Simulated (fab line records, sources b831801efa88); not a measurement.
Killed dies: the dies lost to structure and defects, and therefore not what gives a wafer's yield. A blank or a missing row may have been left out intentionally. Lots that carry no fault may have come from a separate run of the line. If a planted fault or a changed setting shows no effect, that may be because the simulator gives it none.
Split-lot study || flow sky130 || 23 wafers read from 5 lots, route of 708 steps

THE SPLIT ITSELF
At SKY_VIA1_CMP_02 (polishes SiO2), the setting leave above ref nm was moved away from the recipe's 345 nm on 8 of the 23 wafers read, by -7.4% to +5.5%. The other wafers ran this setting at the recipe's value.

FROM THE SPLIT TO THE READING: what the file shows between them, 2 steps
- SKY_VIA1_DEHYDRATE_04: time 60 s
- SKY_VIA1_ETCH_14: etches BARC in N2/H2, stops on SiO2, time 45.9 s, target depth 60 nm

THE READING
VIA1.feature depth nm (the simulator's own value, which no gauge read), in nm, at SKY_VIA1_ETCH_15 (etches SiO2 in C4F8/O2/Ar, stops on TiN, target depth 351 nm, time 54 s). There is no usual value for it anywhere in the file. Here, 15 wafers ran the recipe; their average is 344.2 nm with a standard deviation of 1.3 nm.

{"wafer": "L074.1", "tool, chamber at the split": "cmp-01, 0", "leave above ref nm as run, nm": 345, "against the recipe": "recipe", "VIA1.feature depth nm, nm": 342.6, "against lot-mates on the recipe": "-"}
{"wafer": "L074.2", "tool, chamber at the split": "cmp-01, 3", "leave above ref nm as run, nm": 345, "against the recipe": "recipe", "VIA1.feature depth nm, nm": 344.4, "against lot-mates on the recipe": "-"}
{"wafer": "L074.6", "tool, chamber at the split": "cmp-01, 2", "leave above ref nm as run, nm": 345, "against the recipe": "recipe", "VIA1.feature depth nm, nm": 345.2, "against lot-mates on the recipe": "-"}
{"wafer": "L080.2", "tool, chamber at the split": "cmp-01, 1", "leave above ref nm as run, nm": 363.9, "against the recipe": "+5.5%", "VIA1.feature depth nm, nm": 349.9, "against lot-mates on the recipe": "+5.8"}
{"wafer": "L080.3", "tool, chamber at the split": "cmp-01, 0", "leave above ref nm as run, nm": 345, "against the recipe": "recipe", "VIA1.feature depth nm, nm": 343.7, "against lot-mates on the recipe": "-"}
{"wafer": "L080.4", "tool, chamber at the split": "cmp-01, 2", "leave above ref nm as run, nm": 363.9, "against the recipe": "+5.5%", "VIA1.feature depth nm, nm": 348.4, "against lot-mates on the recipe": "+4.3"}
{"wafer": "L080.5", "tool, chamber at the split": "cmp-01, 3", "leave above ref nm as run, nm": 345, "against the recipe": "recipe", "VIA1.feature depth nm, nm": 344.5, "against lot-mates on the recipe": "-"}
{"wafer": "L080.6", "tool, chamber at the split": "cmp-01, 2", "leave above ref nm as run, nm": 363.9, "against the recipe": "+5.5%", "VIA1.feature depth nm, nm": 345.5, "against lot-mates on the recipe": "+1.4"}
{"wafer": "L081.1", "tool, chamber at the split": "cmp-02, 2", "leave above ref nm as run, nm": 345, "against the recipe": "recipe", "VIA1.feature depth nm, nm": 344.7, "against lot-mates on the recipe": "-"}
{"wafer": "L081.2", "tool, chamber at the split": "cmp-02, 0", "leave above ref nm as run, nm": 345, "against the recipe": "recipe", "VIA1.feature depth nm, nm": 343.7, "against lot-mates on the recipe": "-"}
{"wafer": "L081.4", "tool, chamber at the split": "cmp-02, 1,3", "leave above ref nm as run, nm": 345, "against the recipe": "recipe", "VIA1.feature depth nm, nm": 343.1, "against lot-mates on the recipe": "-"}
{"wafer": "L081.5", "tool, chamber at the split": "cmp-02, 0", "leave above ref nm as run, nm": 345, "against the recipe": "recipe", "VIA1.feature depth nm, nm": 343.3, "against lot-mates on the recipe": "-"}
{"wafer": "L081.6", "tool, chamber at the split": "cmp-02, 1,3", "leave above ref nm as run, nm": 345, "against the recipe": "recipe", "VIA1.feature depth nm, nm": 340.9, "against lot-mates on the recipe": "-"}
{"wafer": "L082.1", "tool, chamber at the split": "cmp-01, 1", "leave above ref nm as run, nm": 345, "against the recipe": "recipe", "VIA1.feature depth nm, nm": 345.5, "against lot-mates on the recipe": "-"}
{"wafer": "L082.3", "tool, chamber at the split": "cmp-01, 3", "leave above ref nm as run, nm": 345, "against the recipe": "recipe", "VIA1.feature depth nm, nm": 345.2, "against lot-mates on the recipe": "-"}
{"wafer": "L082.4", "tool, chamber at the split": "cmp-01, 0", "leave above ref nm as run, nm": 345, "against the recipe": "recipe", "VIA1.feature depth nm, nm": 344, "against lot-mates on the recipe": "-"}
{"wafer": "L082.5", "tool, chamber at the split": "cmp-01, 0", "leave above ref nm as run, nm": 319.6, "against the recipe": "-7.4%", "VIA1.feature depth nm, nm": 319.2, "against lot-mates on the recipe": -25.7}
{"wafer": "L082.6", "tool, chamber at the split": "cmp-01, 1", "leave above ref nm as run, nm": 319.6, "against the recipe": "-7.4%", "VIA1.feature depth nm, nm": 318.7, "against lot-mates on the recipe": -26.2}
{"wafer": "L085.1", "tool, chamber at the split": "cmp-01, 3", "leave above ref nm as run, nm": 345, "against the recipe": "recipe", "VIA1.feature depth nm, nm": 344.8, "against lot-mates on the recipe": "-"}
{"wafer": "L085.2", "tool, chamber at the split": "cmp-01, 0", "leave above ref nm as run, nm": 332.1, "against the recipe": "-3.7%", "VIA1.feature depth nm, nm": 333.4, "against lot-mates on the recipe": -12.4}
{"wafer": "L085.3", "tool, chamber at the split": "cmp-01, 1", "leave above ref nm as run, nm": 345, "against the recipe": "recipe", "VIA1.feature depth nm, nm": 346.7, "against lot-mates on the recipe": "-"}
{"wafer": "L085.5", "tool, chamber at the split": "cmp-01, 3", "leave above ref nm as run, nm": 332.1, "against the recipe": "-3.7%", "VIA1.feature depth nm, nm": 331.8, "against lot-mates on the recipe": -13.9}
{"wafer": "L085.6", "tool, chamber at the split": "cmp-01, 2", "leave above ref nm as run, nm": 332.1, "against the recipe": "-3.7%", "VIA1.feature depth nm, nm": 333, "against lot-mates on the recipe": -12.8}
The file does not say which wafer passed through which chamber wherever a row lists several chambers: such a row stands for several wafers.

THE FIT
A straight line over all 23 wafers: VIA1.feature depth nm changes by +2.25 nm for each +1% of leave above ref nm; r = +0.89; the points scatter about the line by 3.9 nm.
The same after taking each lot's own level away (the mean of its wafers on the recipe; 23 wafers): +2.36 nm for each +1%; r = +0.89; scatter 4 nm.
On that fit, the largest move of leave above ref nm shifts the reading by 17 nm.
From 343.14 to 345.75 nm: that is the span of the lots' own levels, equal to 2.0 times the standard deviation above.
So the lot-to-lot level changes the slope little: the two slopes agree.
Check: for one of the wafers moved furthest among these (-7.4%), held out of the fit, the line's prediction against its lot-mates is -17.9 nm. Against them it came out at -25.7 nm.

OTHER SPLITS APPLIED TO THESE WAFERS
These wafers also went through other splits before the reading. Each is held against what the fit with the lots' levels taken away leaves over:
{"other split on the same wafers": "SKY_LI_CONTACT_EXPOSE_09 dose mj", "wafers away from the commonest value": 7, "r with VIA1.feature depth nm (lot level and that fit taken away)": "+0.02"}
{"other split on the same wafers": "SKY_LI_CONTACT_SPUTTER_19 chamber pressure pa", "wafers away from the commonest value": 15, "r with VIA1.feature depth nm (lot level and that fit taken away)": -0.06}
{"other split on the same wafers": "SKY_LOCAL_INTERCONNECT_COAT_06 resist thk nm", "wafers away from the commonest value": 10, "r with VIA1.feature depth nm (lot level and that fit taken away)": "+0.20"}
{"other split on the same wafers": "SKY_LOCAL_INTERCONNECT_ETCH_13 bias w", "wafers away from the commonest value": 9, "r with VIA1.feature depth nm (lot level and that fit taken away)": "+0.07"}
{"other split on the same wafers": "SKY_CONTACT_HDPCVD_02 time s", "wafers away from the commonest value": 5, "r with VIA1.feature depth nm (lot level and that fit taken away)": "+0.15"}
{"other split on the same wafers": "SKY_METAL1_COAT_10 spin rpm", "wafers away from the commonest value": 7, "r with VIA1.feature depth nm (lot level and that fit taken away)": "+0.20"}

THE WHOLE CHAIN: every reading that the file lists as answering this split, in the file's order
{"step": "SKY_VIA1_CMP_02", "what it does": "polishes SiO2", "reading": "SiO2_of_VIA1_HDPCVD_00.thk nm (the simulator's own value, which no gauge read)", "change (the file's fit)": "+3.54 nm for each +1% of the setting", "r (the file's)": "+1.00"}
{"step": "SKY_VIA1_ETCH_15", "what it does": "etches SiO2 in C4F8/O2/Ar, stops on TiN, target depth 351 nm, time 54 s", "reading": "etch.depth nm (the simulator's own value, which no gauge read)", "change (the file's fit)": "+2.66 nm for each +1% of the setting", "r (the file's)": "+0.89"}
{"step": "SKY_VIA1_ETCH_15", "what it does": "etches SiO2 in C4F8/O2/Ar, stops on TiN, target depth 351 nm, time 54 s", "reading": "VIA1.feature depth nm (the simulator's own value, which no gauge read)", "change (the file's fit)": "+2.66 nm for each +1% of the setting", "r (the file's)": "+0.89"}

FILE'S OWN FIT
VIA1.feature depth nm changes by +2.66 nm for each +1% of leave above ref nm, r = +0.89.
